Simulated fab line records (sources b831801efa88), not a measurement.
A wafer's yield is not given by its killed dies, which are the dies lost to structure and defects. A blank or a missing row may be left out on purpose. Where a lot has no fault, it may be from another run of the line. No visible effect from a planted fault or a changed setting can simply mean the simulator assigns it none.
2 desks, one fault	flow sfq-line	each desk has only its own numbers; what lay behind them comes last

== AT THE TOOL OWNER'S DESK: cmp-02 ==
The tool's own readings at SFQ_TRILAYER_I2_CMP_CMP_064 (polishes SiO2): means of the sampled wafers that have a number, for each lot that ran on this tool. Any lot whose mean is over 4 standard deviations away from the usual mean is out of limits and marked OUT; that distance is given in the brackets.
Columns: A = motor-current-A at SFQ_TRILAYER_I2_CMP_CMP_064, usual 10.4 A; B = time-to-endpoint-s at SFQ_TRILAYER_I2_CMP_CMP_064, usual 215 s
lot	first seen here	A	B
L723	day 36 14:23	10.7	224
L724	day 36 16:53	9.9	205
L726	day 37 04:58	11.1	211
L727	day 37 15:13	11.3	214
L732	day 39 18:01	8.4	240
This desk's finding: nothing out of limits on any of the 5 lots.

== FROM THE METROLOGY DESK ==
Means of the sampled wafers that have a number, per lot and without regard to the tool the lot ran on: this is what the gauges read. Any lot whose mean is over 4 standard deviations away from the usual mean is out of limits and marked OUT; that distance is given in the brackets.
Columns: A = M8_AU_RS at SFQ_M8_RS_MEAS_949, usual 0.1543 ohm/sq
lot	first seen here	A
L723	day 76 19:18	0.1551
L724	day 77 08:31	0.1539
L725	day 80 09:46	0.1542
L726	day 80 13:23	0.1570
L727	day 80 14:32	0.1526
L732	day 81 13:40	0.1526
L739	day 83 08:02	0.1524
L741	day 89 11:04	0.1545
L742	day 90 01:39	0.1557
L744	day 92 21:00	0.1547
L746	day 93 03:45	0.1528
This desk's finding: nothing out of limits on any of the 11 lots.

== BROUGHT TOGETHER ==
The tool owner's desk saw nothing out of limits.
From the metrology desk's view, nothing was out of limits.

== WHAT WAS PUT IN BY THE SIMULATOR ==
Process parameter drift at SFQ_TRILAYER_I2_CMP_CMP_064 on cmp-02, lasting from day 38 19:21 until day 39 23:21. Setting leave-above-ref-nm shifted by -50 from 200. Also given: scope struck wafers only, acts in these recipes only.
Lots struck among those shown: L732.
